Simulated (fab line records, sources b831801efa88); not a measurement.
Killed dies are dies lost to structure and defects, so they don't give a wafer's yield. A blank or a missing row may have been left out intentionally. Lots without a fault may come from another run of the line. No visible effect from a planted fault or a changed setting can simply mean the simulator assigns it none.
Split-lot trial :: flow sky130 :: route with 708 steps; 5 lots, 23 wafers read

== SPLIT DETAILS ==
At SKY_GATE_OXIDE_IMPLANT_11, the setting energy-kev was moved away from the recipe's 10 on 7 of the 23 wafers read, by -4.2% to +2.2%. All remaining wafers had this setting at the recipe value.

Reading taken at the split's own step.

== THE READING ==
The simulator's own value implant.drp-nm, read by no gauge, in nm at SKY_GATE_OXIDE_IMPLANT_11. The file gives no usual value for it.

wafer: L074.1
tool, chamber at the split: implanter-03, 0
energy-kev as run: 10
against the recipe: recipe
implant.drp-nm, nm: 17.11
against lot-mates on the recipe: -

wafer: L074.4
tool, chamber at the split: implanter-03, 0
energy-kev as run: 10
against the recipe: recipe
implant.drp-nm, nm: 17.11
against lot-mates on the recipe: -

wafer: L074.6
tool, chamber at the split: implanter-03, 0
energy-kev as run: 10
against the recipe: recipe
implant.drp-nm, nm: 17.11
against lot-mates on the recipe: -

wafer: L077.1
tool, chamber at the split: implanter-03, 0
energy-kev as run: 10
against the recipe: recipe
implant.drp-nm, nm: 17.11
against lot-mates on the recipe: -

wafer: L077.2
tool, chamber at the split: implanter-03, 0
energy-kev as run: 10
against the recipe: recipe
implant.drp-nm, nm: 17.11
against lot-mates on the recipe: -

wafer: L077.4
tool, chamber at the split: implanter-03, 0
energy-kev as run: 10
against the recipe: recipe
implant.drp-nm, nm: 17.11
against lot-mates on the recipe: -

wafer: L077.3
tool, chamber at the split: implanter-03, 0
energy-kev as run: 10.21
against the recipe: +2.1%
implant.drp-nm, nm: 17.36
against lot-mates on the recipe: +0.25

wafer: L077.5
tool, chamber at the split: implanter-03, 0
energy-kev as run: 10.21
against the recipe: +2.1%
implant.drp-nm, nm: 17.36
against lot-mates on the recipe: +0.25

wafer: L081.1
tool, chamber at the split: implanter-04, 0
energy-kev as run: 10
against the recipe: recipe
implant.drp-nm, nm: 17.11
against lot-mates on the recipe: -

wafer: L081.2
tool, chamber at the split: implanter-04, 0
energy-kev as run: 10
against the recipe: recipe
implant.drp-nm, nm: 17.11
against lot-mates on the recipe: -

wafer: L081.4
tool, chamber at the split: implanter-04, 0
energy-kev as run: 10
against the recipe: recipe
implant.drp-nm, nm: 17.11
against lot-mates on the recipe: -

wafer: L081.5
tool, chamber at the split: implanter-04, 0
energy-kev as run: 10
against the recipe: recipe
implant.drp-nm, nm: 17.11
against lot-mates on the recipe: -

wafer: L081.6
tool, chamber at the split: implanter-04, 0
energy-kev as run: 10
against the recipe: recipe
implant.drp-nm, nm: 17.11
against lot-mates on the recipe: -

wafer: L082.1
tool, chamber at the split: implanter-04, 0
energy-kev as run: 10
against the recipe: recipe
implant.drp-nm, nm: 17.11
against lot-mates on the recipe: -

wafer: L082.3
tool, chamber at the split: implanter-04, 0
energy-kev as run: 10
against the recipe: recipe
implant.drp-nm, nm: 17.11
against lot-mates on the recipe: -

wafer: L082.4
tool, chamber at the split: implanter-04, 0
energy-kev as run: 10
against the recipe: recipe
implant.drp-nm, nm: 17.11
against lot-mates on the recipe: -

wafer: L082.2
tool, chamber at the split: implanter-04, 0
energy-kev as run: 10.22
against the recipe: +2.2%
implant.drp-nm, nm: 17.37
against lot-mates on the recipe: +0.26

wafer: L082.6
tool, chamber at the split: implanter-04, 0
energy-kev as run: 10.22
against the recipe: +2.2%
implant.drp-nm, nm: 17.37
against lot-mates on the recipe: +0.26

wafer: L084.1
tool, chamber at the split: implanter-04, 0
energy-kev as run: 10
against the recipe: recipe
implant.drp-nm, nm: 17.11
against lot-mates on the recipe: -

wafer: L084.5
tool, chamber at the split: implanter-04, 0
energy-kev as run: 10
against the recipe: recipe
implant.drp-nm, nm: 17.11
against lot-mates on the recipe: -

wafer: L084.3
tool, chamber at the split: implanter-04, 0
energy-kev as run: 9.576
against the recipe: -4.2%
implant.drp-nm, nm: 16.6
against lot-mates on the recipe: -0.51

wafer: L084.4
tool, chamber at the split: implanter-04, 0
energy-kev as run: 9.576
against the recipe: -4.2%
implant.drp-nm, nm: 16.6
against lot-mates on the recipe: -0.51

wafer: L084.6
tool, chamber at the split: implanter-04, 0
energy-kev as run: 9.576
against the recipe: -4.2%
implant.drp-nm, nm: 16.6
against lot-mates on the recipe: -0.51

FIT RESULTS
A straight line over all 23 wafers: implant.drp-nm changes by +0.12 nm for each +1% of energy-kev; r = +1.00; the points scatter about the line by 0.0012 nm.
The same after taking each lot's own level away (the mean of its wafers on the recipe; 23 wafers): +0.12 nm for each +1%; r = +1.00; scatter 0.0012 nm.
According to that fit, moving energy-kev by its largest amount changes the reading by 0.51 nm.
The lots' own levels span 17.110 to 17.110 nm.
Hence the lot-to-lot level has little effect on the slope; both slopes agree.
Check: -0.508 nm against its lot-mates is what the line predicts for one of the wafers moved furthest among these (-4.2%) when that wafer is left out of the fit. It came out at -0.51 nm against them.

== OTHER SPLITS ON THESE WAFERS ==
Note: prior to the reading, these wafers also went through further splits. Each is held against what the fit with the lots' levels taken away leaves over:
other split on the same wafers: SKY_VT_ADJUST_NCORE_IMPLANT_09 energy-kev
wafers away from the commonest value: 9
r with implant.drp-nm (lot level and that fit taken away): -0.39

other split on the same wafers: SKY_VT_ADJUST_HVTR_SOFTBAKE_03 temp-c
wafers away from the commonest value: 9
r with implant.drp-nm (lot level and that fit taken away): +0.12

other split on the same wafers: SKY_VT_ADJUST_HVTR_IMPLANT_09 energy-kev
wafers away from the commonest value: 9
r with implant.drp-nm (lot level and that fit taken away): -0.28

other split on the same wafers: SKY_VT_ADJUST_PCH_IMPLANT_08 dose-cm2
wafers away from the commonest value: 6
r with implant.drp-nm (lot level and that fit taken away): +0.26

other split on the same wafers: SKY_SONOS_TUNNEL_DEVELOP_06 develop-time-s
wafers away from the commonest value: 5
r with implant.drp-nm (lot level and that fit taken away): +0.10

other split on the same wafers: SKY_SONOS_ONO_CVD_02 pressure-mtorr
wafers away from the commonest value: 15
r with implant.drp-nm (lot level and that fit taken away): +0.32

other split on the same wafers: SKY_GATE_OXIDE_OXIDATION_01 ox-time-s
wafers away from the commonest value: 15
r with implant.drp-nm (lot level and that fit taken away): +0.27

== THE WHOLE CHAIN: every reading that the file lists as answering this split, in the file's order ==
step: SKY_GATE_OXIDE_IMPLANT_11
what it does: 
reading: implant.rp-nm (the simulator's own value, which no gauge read)
change (the file's fit): +0.29 nm for each +1% of the setting
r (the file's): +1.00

step: SKY_GATE_OXIDE_IMPLANT_11
what it does: 
reading: implant.drp-nm (the simulator's own value, which no gauge read)
change (the file's fit): +0.12 nm for each +1% of the setting
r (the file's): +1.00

== FILE'S OWN FIT ==
implant.drp-nm changes by +0.12 nm for each +1% of energy-kev, r = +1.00.
